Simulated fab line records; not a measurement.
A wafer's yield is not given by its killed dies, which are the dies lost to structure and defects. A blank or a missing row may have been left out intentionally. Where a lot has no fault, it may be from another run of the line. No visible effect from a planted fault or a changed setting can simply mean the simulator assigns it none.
Which of the tools did it? | flow gf180mcu | 12 lots with 35 wafers sampled at 5 steps, on a route of 602 steps

== WHAT EACH GAUGE READ, for each wafer ==
GF_PSD_OVL_MEAS_08.
lot  | measured     | on         | PSD_OVL (nm)
L942 | day 14 01:35 | overlay-01 | -0.9 -1.1 -2.2
L943 | day 14 09:02 | overlay-01 | 2.8 1.4 4.4
L945 | day 15 12:22 | overlay-02 | 2.9 3.3 2.5
L946 | day 15 15:49 | overlay-02 | -1.2 0.3 0.2
L949 | day 17 01:31 | overlay-01 | -1.0 -4.2
L954 | day 18 13:14 | overlay-02 | 3.2 -2.9 0.0
L957 | day 19 14:49 | overlay-02 | 0.8 1.5 1.8
L959 | day 20 03:00 | overlay-02 | 2.1 0.8 4.9
L961 | day 20 19:58 | overlay-01 | -0.5 -1.1 1.6
L962 | day 21 02:28 | overlay-02 | 1.7 2.3 1.5
L964 | day 21 22:34 | overlay-01 | 2.8 3.3 2.2
L965 | day 22 01:31 | overlay-02 | 0.8 -0.7 2.7

GF_PSD_TW_MEAS_11.
lot  | measured     | on            | PSD_TW
L942 | day 14 01:52 | film_metro-03 | 3183 3200 3186
L943 | day 14 09:19 | film_metro-04 | 3176 3197 3190
L945 | day 15 12:40 | film_metro-04 | 3153 3154 3165
L946 | day 15 16:15 | film_metro-03 | 3164 3167 3183
L949 | day 17 01:48 | film_metro-04 | 3169 3157
L954 | day 18 13:31 | film_metro-03 | 3168 3168 3171
L957 | day 19 15:07 | film_metro-03 | 3188 3199 3193
L959 | day 20 03:17 | film_metro-04 | 3188 3184 3191
L961 | day 20 20:16 | film_metro-04 | 3185 3185 3186
L962 | day 21 02:46 | film_metro-02 | 3172 3170 3170
L964 | day 21 22:51 | film_metro-04 | 3171 3185 3185
L965 | day 22 01:48 | film_metro-03 | 3168 3178 3185

GF_SALICIDE_RS_MEAS_04: measures by four-point-probe.
lot  | measured     | on            | SALICIDE_TIN_RS (ohm/sq)
L942 | day 14 23:32 | film_metro-03 | 16.08 16.52 16.14
L943 | day 15 07:25 | film_metro-03 | 15.81 15.73 15.96
L945 | day 16 11:09 | film_metro-01 | 16.44 15.99 16.41
L946 | day 16 15:16 | film_metro-01 | 15.98 16.22 15.95
L949 | day 18 01:16 | film_metro-04 | 16.45 27.35 16.46 27.29
L954 | day 19 14:27 | film_metro-04 | 15.88 15.91 26.98 15.89 15.89 26.93
L957 | day 20 16:13 | film_metro-04 | 16.60 16.14 16.45
L959 | day 21 04:02 | film_metro-03 | 16.23 15.77 15.71
L961 | day 21 20:54 | film_metro-03 | 16.57 16.46 16.01
L962 | day 22 03:08 | film_metro-01 | 16.27 16.56 16.17
L964 | day 22 23:20 | film_metro-01 | 16.24 16.50 16.13
L965 | day 23 01:31 | film_metro-03 | 16.06 16.11 16.62

== TOOL THAT RAN EACH LOT (tool first, then ch and the chambers of the sampled wafers, then the start) ==
lot  | GF_PSD_STRIP_10                      | GF_SALICIDE_SPUTTER_02
L942 | plasma_asher-03 ch 0,1, day 14 01:46 | pvd_sputter-03, day 14 23:28
L943 | plasma_asher-04 ch 0,1, day 14 09:13 | pvd_sputter-02, day 15 07:20
L945 | plasma_asher-04 ch 0,1, day 15 12:34 | pvd_sputter-03, day 16 11:05
L946 | plasma_asher-04 ch 0,1, day 15 16:08 | pvd_sputter-02, day 16 15:11
L949 | plasma_asher-04 ch 0,1, day 17 01:42 | pvd_sputter-02, day 18 01:12
L954 | plasma_asher-04 ch 0,1, day 18 13:25 | pvd_sputter-02, day 19 14:17
L957 | plasma_asher-02 ch 0,1, day 19 15:00 | pvd_sputter-03, day 20 16:08
L959 | plasma_asher-03 ch 0,1, day 20 03:11 | pvd_sputter-01, day 21 03:59
L961 | plasma_asher-04 ch 0,1, day 20 20:09 | pvd_sputter-02, day 21 20:50
L962 | plasma_asher-03 ch 0,1, day 21 02:39 | pvd_sputter-03, day 22 03:04
L964 | plasma_asher-03 ch 0,1, day 21 22:45 | pvd_sputter-02, day 22 23:17
L965 | plasma_asher-03 ch 0,1, day 22 01:42 | pvd_sputter-02, day 23 01:28
- GF_PSD_STRIP_10: strips in O2/N2.
- GF_SALICIDE_SPUTTER_02: material Co, target thk 10 nm, time 20 s.

== WHAT THE TOOLS THEMSELVES READ (means of the sampled wafers that have a number; where no wafer has one, the mark that the record gives instead) ==
GF_PSD_STRIP_10.
lot  | tool            | chamber_pressure_mTorr (mTorr) | drypump_motor_current_A (A) | heater_power_w (W) | oes_product_au (a.u.) | strip_time_to_endpoint_s (s)
L942 | plasma_asher-03 | 1500.1                         | 5.7                         | 367                | 0.590                 | 16.54
L943 | plasma_asher-04 | 1500.9                         | 5.9                         | 346                | 0.594                 | 16.53
L945 | plasma_asher-04 | 1500.7                         | 5.9                         | 345                | 0.593                 | 16.58
L946 | plasma_asher-04 | 1499.2                         | 5.9                         | 345                | 0.591                 | 16.55
L949 | plasma_asher-04 | 1499.7                         | 5.7                         | 346                | 0.589                 | 16.57
L954 | plasma_asher-04 | 1498.6                         | 5.9                         | 337                | 0.593                 | 16.52
L957 | plasma_asher-02 | 1500.0                         | 5.4                         | 307                | 0.587                 | 16.53
L959 | plasma_asher-03 | 1499.0                         | 5.5                         | 363                | 0.592                 | 16.63
L961 | plasma_asher-04 | 1499.0                         | 5.4                         | 354                | 0.594                 | 16.53
L962 | plasma_asher-03 | 1500.7                         | 5.7                         | 367                | 0.594                 | 16.57
L964 | plasma_asher-03 | 1500.0                         | 5.5                         | 359                | 0.599                 | 16.48
L965 | plasma_asher-03 | 1500.3                         | 5.7                         | 362                | 0.591                 | 16.61

GF_SALICIDE_SPUTTER_02.
lot  | tool           | cathode_dc_power_W (W) | chamber_pressure_pa (Pa) | throttle_valve_pct (%)
L942 | pvd_sputter-03 | 1000.05                | 0.3994                   | 29.7
L943 | pvd_sputter-02 | 1000.00                | 0.4004                   | 30.2
L945 | pvd_sputter-03 | 1000.10                | 0.3997                   | 30.5
L946 | pvd_sputter-02 | 1000.09                | 0.4003                   | 30.2
L949 | pvd_sputter-02 | 999.75                 | 0.4011                   | 30.4
L954 | pvd_sputter-02 | 999.89                 | 0.4001                   | 30.3
L957 | pvd_sputter-03 | 1000.11                | 0.3993                   | 29.7
L959 | pvd_sputter-01 | 999.83                 | 0.3996                   | 29.6
L961 | pvd_sputter-02 | 1000.09                | 0.4007                   | 30.9
L962 | pvd_sputter-03 | 1000.01                | 0.4006                   | 30.3
L964 | pvd_sputter-02 | 1000.07                | 0.4002                   | 29.6
L965 | pvd_sputter-02 | 999.89                 | 0.4000                   | 30.7

== THE ANSWER, worked out from the rows above alone ==
Rule: the lots themselves supply what counts as usual. Put in order of their means at a reading, lots are off if they are a third of the lots or fewer, leave a main group of 4 or more, and stand apart from it by a gap of 3 or more times the standard deviation of the main group's means; of several such gaps the widest counts. If all means in a main group match to the digits the tables above print for the reading, that group is not used. A lot without any number at a reading at which 4 lots or more have one is off too. Any other lot the step has rows for is counted as sound. Order of review: gauges by route order, followed by the tools' own readings, for which a lot's mean as printed above is used. The first step at which some lot is off is used, and at that step the reading that is off furthest; a lot without a number counts as furthest.
Off: L949, L954, seen at GF_SALICIDE_RS_MEAS_04 (SALICIDE_TIN_RS). Main group: mean 16.19 ohm/sq, sd 0.19.
A tool fits if, at a process step before that reading, it ran every lot that is off, and no sound lot after the first of them. The gauges at GF_SALICIDE_RS_MEAS_04 are tried like those tools. No candidate that was tried fits.

== WHAT WAS PUT IN BY THE SIMULATOR ==
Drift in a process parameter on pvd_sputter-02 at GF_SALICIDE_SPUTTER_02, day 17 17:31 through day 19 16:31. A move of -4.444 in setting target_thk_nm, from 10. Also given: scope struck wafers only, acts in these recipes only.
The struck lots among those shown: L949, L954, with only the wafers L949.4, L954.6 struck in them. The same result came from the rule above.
